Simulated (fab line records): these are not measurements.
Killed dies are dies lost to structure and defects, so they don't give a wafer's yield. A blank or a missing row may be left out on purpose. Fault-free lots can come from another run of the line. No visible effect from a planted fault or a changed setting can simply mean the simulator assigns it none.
Which tool was responsible? + flow sky130 + 11 lots, 33 wafers sampled, at 6 steps of a route of 708

## WHAT THE GAUGES READ, wafer by wafer
SKY_SD_N_RS_MEAS_16: uses a four-point probe to measure. Usual: SD_N_RS typically reads 68.56 ohm/sq, with standard deviation 0.1.
| lot  | measured     | on            | SD_N_RS (ohm/sq)  | flag |
|------|--------------|---------------|-------------------|------|
| L331 | day 27 22:16 | film_metro-03 | 68.58 68.35 68.57 |      |
| L334 | day 28 17:23 | film_metro-01 | 68.70 68.49 68.52 |      |
| L335 | day 28 23:53 | film_metro-03 | 68.51 68.54 68.51 |      |
| L336 | day 30 01:04 | film_metro-03 | 68.40 68.47 68.60 |      |
| L339 | day 31 08:11 | film_metro-03 | 68.60 68.67 68.65 |      |
| L342 | day 31 18:18 | film_metro-01 | 68.62 68.59 68.60 |      |
| L344 | day 32 17:41 | film_metro-01 | 71.25 71.17 71.23 | OFF  |
| L345 | day 33 09:30 | film_metro-04 | 71.45 71.42 71.45 | OFF  |
| L346 | day 33 14:11 | film_metro-04 | 68.84 68.71 68.61 |      |
| L351 | day 34 08:34 | film_metro-03 | 68.55 68.66 68.72 |      |
| L354 | day 35 10:29 | film_metro-03 | 68.46 68.59 68.46 |      |

SKY_LI_CONTACT_OVL_MEAS_13. Usual: LI_CONTACT_OVL typically reads -2 nm, with standard deviation 5.1.
| lot  | measured     | on         | LI_CONTACT_OVL (nm) | flag |
|------|--------------|------------|---------------------|------|
| L331 | day 29 03:41 | overlay-02 | -5 1 0              |      |
| L334 | day 29 22:14 | overlay-02 | 4 3 -6              |      |
| L335 | day 30 04:50 | overlay-01 | -4 1 4              |      |
| L336 | day 31 05:19 | overlay-02 | -8 -4 -5            |      |
| L339 | day 32 12:05 | overlay-02 | -11 -12 -7          |      |
| L342 | day 32 22:16 | overlay-02 | 2 -6 -2             |      |
| L344 | day 33 21:05 | overlay-02 | 4 0 -3              |      |
| L345 | day 34 18:10 | overlay-02 | 1 3 -1              |      |
| L346 | day 34 18:44 | overlay-02 | -5 2 -7             |      |
| L351 | day 35 12:09 | overlay-02 | -8 -2 -7            |      |
| L354 | day 36 13:26 | overlay-02 | -2 0 2              |      |

## WHAT TOOL EACH LOT RAN ON (gives the tool, then ch and the chambers of the sampled wafers, and finally the start)
| lot  | SKY_POLY_CUT_ETCH_10               | SKY_RES_XHIGH_STRIP_08               | SKY_SD_N_IMPLANT_09             | SKY_SD_N_STRIP_11                    |
|------|------------------------------------|--------------------------------------|---------------------------------|--------------------------------------|
| L331 | rie_diel-02 ch 0,2,3, day 24 04:49 | plasma_asher-04 ch 0,1, day 26 15:44 | implanter-03 ch 0, day 27 21:35 | plasma_asher-01 ch 0,1, day 27 21:53 |
| L334 | rie_diel-02 ch 0,2, day 25 02:11   | plasma_asher-04 ch 0,1, day 27 12:24 | implanter-03 ch 0, day 28 16:43 | plasma_asher-02 ch 0,1, day 28 16:59 |
| L335 | rie_diel-02 ch 1,2, day 25 07:58   | plasma_asher-04 ch 0,1, day 27 18:29 | implanter-03 ch 0, day 28 23:13 | plasma_asher-01 ch 0,1, day 28 23:29 |
| L336 | rie_diel-01 ch 0,1,2, day 26 11:59 | plasma_asher-04 ch 0,1, day 28 20:57 | implanter-03 ch 0, day 30 00:23 | plasma_asher-02 ch 0,1, day 30 00:41 |
| L339 | rie_diel-04 ch 0,1,3, day 27 19:26 | plasma_asher-01 ch 0,1, day 30 03:53 | implanter-04 ch 0, day 31 07:31 | plasma_asher-01 ch 0, day 31 07:47   |
| L342 | rie_diel-02 ch 0,2,3, day 28 06:40 | plasma_asher-01 ch 0,1, day 30 14:26 | implanter-01 ch 0, day 31 17:37 | plasma_asher-01 ch 0,1, day 31 17:55 |
| L344 | rie_diel-04 ch 0,2,3, day 29 05:16 | plasma_asher-04 ch 0,1, day 31 13:11 | implanter-01 ch 0, day 32 17:00 | plasma_asher-01 ch 0,1, day 32 17:17 |
| L345 | rie_diel-01 ch 0,1,2, day 29 23:22 | plasma_asher-02 ch 0,1, day 32 06:32 | implanter-01 ch 0, day 33 08:49 | plasma_asher-01 ch 0,1, day 33 09:05 |
| L346 | rie_diel-04 ch 0,2,3, day 30 03:31 | plasma_asher-01 ch 0,1, day 32 10:21 | implanter-03 ch 0, day 33 13:31 | plasma_asher-01 ch 0,1, day 33 13:47 |
| L351 | rie_diel-02 ch 0,1,2, day 30 21:58 | plasma_asher-01 ch 0,1, day 33 04:59 | implanter-04 ch 0, day 34 07:53 | plasma_asher-01 ch 0,1, day 34 08:11 |
| L354 | rie_diel-01 ch 2,3, day 32 01:49   | plasma_asher-04 ch 0,1, day 34 07:37 | implanter-03 ch 0, day 35 09:49 | plasma_asher-02 ch 0,1, day 35 10:06 |
- SKY_POLY_CUT_ETCH_10: etches BARC in N2/H2, stops on SiO2, time 45.9 s, target depth 60 nm.
- SKY_RES_XHIGH_STRIP_08: strips in O2/N2.
- SKY_SD_N_IMPLANT_09
- SKY_SD_N_STRIP_11: strips in O2/N2.

## WHAT THE TOOLS THEMSELVES READ (means of the sampled wafers that have a number; where no wafer has one, the mark that the record gives instead)
SKY_POLY_CUT_ETCH_10. Usual: drypump_motor_current_A 5.9 A, standard deviation 0.49; oes_product_au 0.854 a.u., standard deviation 0.0049; throttle_valve_pct 13.225 %, standard deviation 0.0094.
| lot  | tool        | drypump_motor_current_A (A) | oes_product_au (a.u.) | throttle_valve_pct (%) | flag |
|------|-------------|-----------------------------|-----------------------|------------------------|------|
| L331 | rie_diel-02 | 6.0                         | 0.857                 | 13.224                 |      |
| L334 | rie_diel-02 | 6.0                         | 0.849                 | 13.222                 |      |
| L335 | rie_diel-02 | 6.1                         | 0.855                 | 13.223                 |      |
| L336 | rie_diel-01 | 5.8                         | 0.855                 | 13.228                 |      |
| L339 | rie_diel-04 | 5.8                         | 0.853                 | 13.235                 |      |
| L342 | rie_diel-02 | 6.1                         | 0.854                 | 13.229                 |      |
| L344 | rie_diel-04 | 5.6                         | 0.856                 | 13.231                 |      |
| L345 | rie_diel-01 | 5.8                         | 0.855                 | 13.224                 |      |
| L346 | rie_diel-04 | 5.6                         | 0.855                 | 13.233                 |      |
| L351 | rie_diel-02 | 5.9                         | 0.853                 | 13.225                 |      |
| L354 | rie_diel-01 | 6.3                         | 0.857                 | 13.215                 |      |

SKY_RES_XHIGH_STRIP_08. Usual: drypump_motor_current_A 5.4 A, standard deviation 0.38; oes_product_au 0.711 a.u., standard deviation 0.0048; strip_time_to_endpoint_s 14.27 s, standard deviation 0.041.
| lot  | tool            | drypump_motor_current_A (A) | oes_product_au (a.u.) | strip_time_to_endpoint_s (s) | flag |
|------|-----------------|-----------------------------|-----------------------|------------------------------|------|
| L331 | plasma_asher-04 | 5.3                         | 0.711                 | 14.27                        |      |
| L334 | plasma_asher-04 | 5.6                         | 0.710                 | 14.24                        |      |
| L335 | plasma_asher-04 | 5.5                         | 0.712                 | 14.27                        |      |
| L336 | plasma_asher-04 | 5.3                         | 0.712                 | 14.19                        |      |
| L339 | plasma_asher-01 | 5.6                         | 0.715                 | 14.26                        |      |
| L342 | plasma_asher-01 | 5.5                         | 0.710                 | 14.33                        |      |
| L344 | plasma_asher-04 | 5.6                         | 0.714                 | 14.29                        |      |
| L345 | plasma_asher-02 | 5.0                         | 0.711                 | 14.31                        |      |
| L346 | plasma_asher-01 | 5.5                         | 0.712                 | 14.24                        |      |
| L351 | plasma_asher-01 | 5.5                         | 0.713                 | 14.23                        |      |
| L354 | plasma_asher-04 | 5.2                         | 0.710                 | 14.28                        |      |

SKY_SD_N_IMPLANT_09. Usual: 3.999e+15 for dose_ions_cm2, sd 4.7e+12.
| lot  | tool         | dose_ions_cm2 | flag |
|------|--------------|---------------|------|
| L331 | implanter-03 | 3.996e+15     |      |
| L334 | implanter-03 | 4.005e+15     |      |
| L335 | implanter-03 | 3.994e+15     |      |
| L336 | implanter-03 | 3.999e+15     |      |
| L339 | implanter-04 | 3.999e+15     |      |
| L342 | implanter-01 | 3.997e+15     |      |
| L344 | implanter-01 | 2.999e+15     | OFF  |
| L345 | implanter-01 | 2.997e+15     | OFF  |
| L346 | implanter-03 | 3.996e+15     |      |
| L351 | implanter-04 | 4.002e+15     |      |
| L354 | implanter-03 | 4.002e+15     |      |

SKY_SD_N_STRIP_11. Usual: drypump_motor_current_A 5.5 A, standard deviation 0.37; oes_product_au 0.528 a.u., standard deviation 0.0049; strip_time_to_endpoint_s 22.56 s, standard deviation 0.037.
| lot  | tool            | drypump_motor_current_A (A) | oes_product_au (a.u.) | strip_time_to_endpoint_s (s) | flag |
|------|-----------------|-----------------------------|-----------------------|------------------------------|------|
| L331 | plasma_asher-01 | 5.5                         | 0.530                 | 22.54                        |      |
| L334 | plasma_asher-02 | 4.9                         | 0.530                 | 22.60                        |      |
| L335 | plasma_asher-01 | 5.5                         | 0.523                 | 22.58                        |      |
| L336 | plasma_asher-02 | 4.9                         | 0.527                 | 22.57                        |      |
| L339 | plasma_asher-01 | 5.3                         | 0.525                 | 22.55                        |      |
| L342 | plasma_asher-01 | 5.7                         | 0.525                 | 22.57                        |      |
| L344 | plasma_asher-01 | 5.5                         | 0.539                 | 21.60                        | OFF  |
| L345 | plasma_asher-01 | 5.6                         | 0.539                 | 21.54                        | OFF  |
| L346 | plasma_asher-01 | 5.7                         | 0.525                 | 22.56                        |      |
| L351 | plasma_asher-01 | 5.5                         | 0.526                 | 22.49                        |      |
| L354 | plasma_asher-02 | 5.0                         | 0.528                 | 22.56                        |      |

## THE ANSWER, worked out from the rows above alone
Rule: a lot counts as off when the mean over its wafers that have a number is more than 3 standard deviations away from the usual mean. A lot without any number at a reading at which 4 lots or more have one is off too. All remaining lots with rows at the step are treated as sound. After the gauges, taken in route order, come the tools' own readings; for these a lot's mean is taken, as printed above. The first step at which some lot is off is used, and at that step the reading that is off furthest; a lot without a number counts as furthest.
Off: at SKY_SD_N_RS_MEAS_16 (SD_N_RS), L344, L345.
A tool fits if, at a process step before that reading, it ran every lot that is off, and no sound lot after the first of them. The gauges at SKY_SD_N_RS_MEAS_16 aren't tried: what is off there is off at SKY_SD_N_IMPLANT_09 too, on other tools, and a gauge's error can't cause that. One candidate fits, namely implanter-01 at SKY_SD_N_IMPLANT_09. Its last sound lot is L342 (day 31 17:37), its first lot that is off L344 (day 32 17:00): a fault that began between those two fits.
On the lots that are off, the tool's own readings at SKY_SD_N_IMPLANT_09 differ by more than 5 times the standard deviation of the sound lots' means, which bears it out; dose_ions_cm2 reads 2.998e+15 there versus 3.999e+15 on the sound lots.

## WHAT HAD BEEN PUT IN BY THE SIMULATOR
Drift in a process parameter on implanter-01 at SKY_SD_N_IMPLANT_09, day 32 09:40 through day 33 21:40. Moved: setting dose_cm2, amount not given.
Shown lots that were struck: L344, L345. The rule given above showed the same thing.
